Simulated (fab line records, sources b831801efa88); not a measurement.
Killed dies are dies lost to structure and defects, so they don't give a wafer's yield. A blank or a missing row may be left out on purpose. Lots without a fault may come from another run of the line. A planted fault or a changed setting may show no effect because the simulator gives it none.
Which tool did it? | flow gf180mcu | 14 lots, 42 wafers sampled, at 4 steps of a route of 602

WHAT THE GAUGES READ, wafer by wafer
GF_MVSD_OVL_MEAS_07. Usual: MVSD_OVL 0.3 nm, standard deviation 1.4.
lot  | measured    | on         | MVSD_OVL (nm)  | flag
L704 | day 4 09:20 | overlay-02 | -2.1 -1.7 -2.0 |
L705 | day 5 01:51 | overlay-02 | 0.9 -0.1 0.0   |
L707 | day 5 07:07 | overlay-02 | -0.4 -0.1 0.5  |
L708 | day 5 11:17 | overlay-01 | -0.9 -1.5 -0.4 |
L709 | day 5 17:40 | overlay-02 | -0.5 -1.3 1.1  |
L721 | day 8 18:55 | overlay-01 | 1.6 1.1 2.2    |
L722 | day 9 02:27 | overlay-01 | 2.2 2.8 1.0    |
L723 | day 9 05:40 | overlay-02 | 0.9 0.5 -1.8   |
L724 | day 9 12:20 | overlay-01 | -0.8 -2.5 1.1  |
L725 | day 9 15:14 | overlay-01 | 1.8 0.1 0.3    |
L726 | day 9 16:11 | overlay-02 | -0.9 0.8 0.1   |
L727 | day 9 22:37 | overlay-02 | -1.1 -0.6 -2.8 |

GF_DUAL_GATE_OVL_MEAS_11. Usual: DUAL_GATE_OVL 0.7 nm, standard deviation 1.3.
lot  | measured     | on         | DUAL_GATE_OVL (nm) | flag
L704 | day 8 04:31  | overlay-01 | 2.7 1.1 2.3        |
L705 | day 9 00:24  | overlay-02 | 0.9 1.2 -0.7       |
L707 | day 9 08:16  | overlay-02 | -0.2 0.3 -1.1      |
L708 | day 9 13:17  | overlay-01 | 1.0 1.7 1.0        |
L709 | day 9 18:55  | overlay-01 | 0.6 0.4 0.7        |
L721 | day 13 12:50 | overlay-02 | 2.0 -2.1 0.8       |
L722 | day 13 22:54 | overlay-02 | 1.8 0.8 1.5        |
L723 | day 14 03:01 | overlay-02 | 1.0 0.9 2.4        |
L724 | day 14 08:32 | overlay-01 | 0.1 0.9 -1.0       |
L725 | day 14 14:11 | overlay-01 | -1.8 -1.9 0.6      |
L726 | day 14 15:26 | overlay-02 | 0.6 -0.4 0.5       |
L727 | day 14 21:54 | overlay-01 | 1.2 -0.4 0.2       |

WHICH TOOL RAN EACH LOT (tool, then ch and the chambers of the sampled wafers, then the start)
lot  | GF_STI_OXIDATION_21          | GF_VT_IMPLANT_RTA_45
L704 | furnace-02 ch 0, day 2 03:07 | rtp_anneal-02 ch 0, day 7 10:14
L705 | furnace-01 ch 0, day 2 10:13 | rtp_anneal-01 ch 0, day 8 05:32
L707 | furnace-01 ch 0, day 2 18:29 | rtp_anneal-01 ch 0, day 8 13:40
L708 | furnace-01 ch 0, day 3 01:28 | rtp_anneal-02 ch 0, day 8 17:39
L709 | furnace-02 ch 0, day 3 07:25 | rtp_anneal-02 ch 0, day 8 23:28
L714 | furnace-02, day 4 06:15      | -
L715 | furnace-01, day 4 11:07      | -
L721 | furnace-02 ch 0, day 5 21:58 | rtp_anneal-01 ch 0, day 12 14:27
L722 | furnace-01 ch 0, day 6 05:13 | rtp_anneal-02 ch 0, day 12 23:22
L723 | furnace-02 ch 0, day 6 08:24 | rtp_anneal-01 ch 0, day 13 04:40
L724 | furnace-01 ch 0, day 6 12:53 | rtp_anneal-01 ch 0, day 13 09:40
L725 | furnace-02 ch 0, day 6 14:29 | rtp_anneal-02 ch 0, day 13 15:24
L726 | furnace-02 ch 0, day 6 19:47 | rtp_anneal-01 ch 0, day 13 15:44
L727 | furnace-01 ch 0, day 6 23:44 | rtp_anneal-01 ch 0, day 13 22:40
- GF_STI_OXIDATION_21: stabilise 600 s, purge 300 s, target thk 15 nm.
- GF_VT_IMPLANT_RTA_45: time 30 s.

WHAT THE TOOLS THEMSELVES READ (means of the sampled wafers that have a number; where no wafer has one, the mark that the record gives instead)
GF_STI_OXIDATION_21. Usual: ox_temp_c 1000.1 C, standard deviation 0.41; ox_temp_c_max 1004.0, standard deviation 0.79; zone_power_lower_pct 21.1 %, standard deviation 2.5.
lot  | tool       | ox_temp_c (C) | ox_temp_c_max | zone_power_lower_pct (%) | flag
L704 | furnace-02 | 1000.2        | 1003.7        | 24.7                     |
L705 | furnace-01 | 1000.0        | 1004.0        | 19.2                     |
L707 | furnace-01 | 999.5         | 1003.9        | 19.3                     |
L708 | furnace-01 | 999.9         | 1003.5        | 19.5                     |
L709 | furnace-02 | 1000.3        | 1003.7        | 24.8                     |
L714 | furnace-02 | -             | -             | -                        | OFF
L715 | furnace-01 | -             | -             | -                        | OFF
L721 | furnace-02 | 1000.3        | 1003.4        | 24.4                     |
L722 | furnace-01 | 1000.0        | 1004.0        | 19.5                     |
L723 | furnace-02 | 1000.3        | 1003.5        | 24.4                     |
L724 | furnace-01 | 1000.4        | 1004.5        | 19.2                     |
L725 | furnace-02 | 1000.1        | 1003.5        | 24.7                     |
L726 | furnace-02 | 1000.5        | 1003.9        | 24.7                     |
L727 | furnace-01 | 1000.1        | 1004.6        | 19.2                     |

GF_VT_IMPLANT_RTA_45. Usual: lamp_power_pct 38 %, standard deviation 5.8; wafer_temp_C_max 1053.5, standard deviation 0.87.
lot  | tool          | lamp_power_pct (%) | wafer_temp_C_max | flag
L704 | rtp_anneal-02 | 43                 | 1053.9           |
L705 | rtp_anneal-01 | 32                 | 1053.6           |
L707 | rtp_anneal-01 | 32                 | 1053.2           |
L708 | rtp_anneal-02 | 43                 | 1053.3           |
L709 | rtp_anneal-02 | 43                 | 1054.6           |
L721 | rtp_anneal-01 | 32                 | 1053.2           |
L722 | rtp_anneal-02 | 43                 | 1054.4           |
L723 | rtp_anneal-01 | 32                 | 1053.4           |
L724 | rtp_anneal-01 | 32                 | 1052.9           |
L725 | rtp_anneal-02 | 43                 | 1054.0           |
L726 | rtp_anneal-01 | 32                 | 1053.5           |
L727 | rtp_anneal-01 | 32                 | 1052.7           |

THE ANSWER, worked out from the rows above alone
Rule: a lot is off if the mean of its wafers that have a number lies more than 3 standard deviations from the usual mean. A lot without any number at a reading at which 4 lots or more have one is off too. The other lots that the step has rows for count as sound. The gauges are gone through in route order, then the tools' own readings, and for those a lot's mean is taken as printed above. The first step at which some lot is off is used, and at that step the reading that is off furthest; a lot without a number counts as furthest.
Off: L714, L715, at GF_STI_OXIDATION_21 (ox_temp_c). Without a number there: L714, L715.
A tool fits if, at that step or a process step before it, it ran every lot that is off, and no sound lot after the first of them. None of those tried fits.

WHAT THE SIMULATOR HAD PUT IN
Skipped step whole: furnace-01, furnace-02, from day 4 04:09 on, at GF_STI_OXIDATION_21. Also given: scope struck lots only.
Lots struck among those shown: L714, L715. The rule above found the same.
